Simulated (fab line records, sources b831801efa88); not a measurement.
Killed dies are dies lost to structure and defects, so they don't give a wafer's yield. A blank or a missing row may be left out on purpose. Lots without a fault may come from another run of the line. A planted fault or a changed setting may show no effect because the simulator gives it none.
One fault seen from 2 desks | flow sfq_line | each desk has only its own numbers; what lay behind them comes last

THE METROLOGY DESK
What the gauges read, lot by lot, whatever tool the lot ran on: means of the sampled wafers that have a number. A lot is out of limits, marked OUT, if its mean lies more than 4 standard deviations from the usual mean; the brackets give that distance.
Columns: A = I6_OVL at SFQ_I6_OVL_MEAS_942, usual -2 nm
lot  | first seen here | A
L498 | day 65 21:35    | 5
L499 | day 66 02:23    | 1
L500 | day 66 04:47    | 9
L501 | day 66 06:20    | -10
L502 | day 66 15:21    | -3
L503 | day 66 18:32    | 4
L504 | day 66 19:32    | -1
L505 | day 66 21:56    | -4
L506 | day 66 23:08    | -11
L507 | day 69 01:12    | 6
L508 | day 69 02:23    | 1
L509 | day 69 03:35    | -2
L519 | day 71 02:02    | -2
L520 | day 71 05:38    | -8
This desk's finding: nothing out of limits on any of the 14 lots.

THE TOOL OWNER'S DESK: krf_scanner-02
The tool's own readings at SFQ_TRILAYER_I5_LITHO_EXPOSE_145 (exposes mask I5, target cd 700 nm): means of the sampled wafers that have a number, for each lot that ran on this tool. A lot is out of limits, marked OUT, if its mean lies more than 4 standard deviations from the usual mean; the brackets give that distance.
Columns: A = exposure_dose_mJ_cm2 at SFQ_TRILAYER_I5_LITHO_EXPOSE_145, usual 21.302; B = focus_offset_nm at SFQ_TRILAYER_I5_LITHO_EXPOSE_145, usual -0.1 nm
lot  | first seen here | A      | B
L498 | day 59 05:11    | 21.321 | 0.0
L499 | day 59 08:47    | 21.292 | 0.1
L500 | day 59 13:47    | 21.305 | -0.7
L501 | day 59 18:23    | 21.293 | -0.1
L509 | day 62 13:02    | 21.298 | 0.3
This desk's finding: nothing out of limits on any of the 5 lots.

PUT TOGETHER
The metrology desk saw nothing out of limits.
The tool owner's desk saw nothing out of limits.

WHAT THE SIMULATOR HAD PUT IN
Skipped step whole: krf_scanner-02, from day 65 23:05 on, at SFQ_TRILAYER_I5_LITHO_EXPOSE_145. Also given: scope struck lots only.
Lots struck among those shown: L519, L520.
